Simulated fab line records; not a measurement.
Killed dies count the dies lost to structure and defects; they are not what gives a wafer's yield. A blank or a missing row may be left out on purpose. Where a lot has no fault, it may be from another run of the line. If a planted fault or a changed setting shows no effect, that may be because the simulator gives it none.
A struck lot beside a sound one ; flow sky130 ; 14 out of 708 route steps
Sound: the wafers L120.2, L120.5, L120.6. Wafers struck: L124.2, L124.4, L124.5. At the end, the cause is stated.
At each step with rows: each side's tool, then ch and its chambers, then its first start. Under that, the readings that differ: sound wafers ; struck wafers ; difference of the means ; sigmas: that difference in standard deviations of wafers without a fault.
alike: readings whose means differ by less than 2 such deviations, and words and numbers that are the same on both sides. not compared: withheld readings, readings that some wafer has no value for, bounds like >300 that may hide the same value, and numbers for which the record gives no deviation and whose values overlap.
Wherever a step has rows on one side only, a row that says differs or no value, or a row with sigmas, the two part there. When numbers do not overlap yet have no deviation, they are printed without sigmas and do not part them. Lack of a reading on every wafer of one side parts them only where that side has two or more wafers.

SKY_CONTACT_ETCH_17: etches SiO2 in C4F8/O2/Ar, stops on Si3N4, target depth 340 nm.
  sound on rie diel-02 ch 1,2, day 34 08:37; struck on rie diel-04 ch 0,1,3, day 35 13:37
  alike: oes product au
then, 5 steps without rows for these wafers: SKY_CONTACT_ETCH_18 (etches Si3N4 in CHF3/O2, stops on TiN, time 39 s, target depth 75 nm); SKY_CONTACT_STRIP_19 (strips in O2/N2); SKY_CONTACT_STRIP_20 (strips in post etch residue remover, time 1200 s); SKY_CONTACT_CLEAN_21 (cleans in IPA, time 180 s); SKY_CONTACT_CLEAN_22 (cleans in O3/DIW).
SKY_CONTACT_SPUTTER_23: material TiN, target thk 20 nm, time 80 s.
  sound on pvd sputter-04 at day 34 09:18; struck on pvd sputter-04 at day 35 14:39
  alike: cathode dc power W, chamber pressure pa, throttle valve pct
SKY_CONTACT_CVD_24: deposits W, target thk 340 nm, time 102.12 s.
  sound on cvd w-02 ch 0,1, day 34 09:22; struck on cvd w-01 ch 0,1, day 35 14:43
  alike: heater power w
SKY_CONTACT_RS_MEAS_25: measurement is done with a four-point probe.
  sound on film metro-04 at day 34 09:29; struck on film metro-04 at day 35 14:51
  alike: CONTACT_W_RS
SKY_CONTACT_THK_MEAS_26: measures by xrf.
  sound on film metro-04 at day 34 09:36; struck on film metro-04 at day 35 14:58
  alike: CONTACT_W_THK
SKY_CONTACT_CMP_27: polishes, stops on SiO2, t overpolish 15 s, target thk 0 nm.
  sound on cmp-02 ch 0,2,3, day 34 09:48; struck on cmp-02 ch 0,3, day 35 15:01
  alike: motor current A, overpolish run s, time to endpoint s
then, 1 step without rows for these wafers: SKY_METAL1_SPUTTER_00 (material Ti, target thk 15 nm, time 10 s).
SKY_METAL1_SPUTTER_01: material TiN, target thk 20 nm, time 16.7 s.
  sound on pvd sputter-01 at day 34 09:58; struck on pvd sputter-01 at day 35 15:20
reading;sound;struck;difference;sigmas
cathode dc power W (W);6500.9 6500.0 6499.7;8099.7 8098.1 8100.2;+1599.1;+99 or more
model.TiN_of_METAL1_SPUTTER_01.thk nm (nm);20.02 19.81 19.79;24.73 24.96 24.89;+4.99;
  alike: chamber pressure pa, throttle valve pct
SKY_METAL1_SPUTTER_02: material AlCu, target thk 250 nm, time 13.3 s.
  sound on pvd sputter-01 at day 34 09:59; struck on pvd sputter-01 at day 35 15:21
  alike: cathode dc power W, chamber pressure pa, throttle valve pct

WHERE THEY PART
SKY_METAL1_SPUTTER_01 only, going by this record. Later steps at which nothing parts them and some readings are alike: SKY_METAL1_SPUTTER_02.

WHY: the cause the simulator had injected
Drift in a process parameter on pvd sputter-01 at SKY_METAL1_SPUTTER_01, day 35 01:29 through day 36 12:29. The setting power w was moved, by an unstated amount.
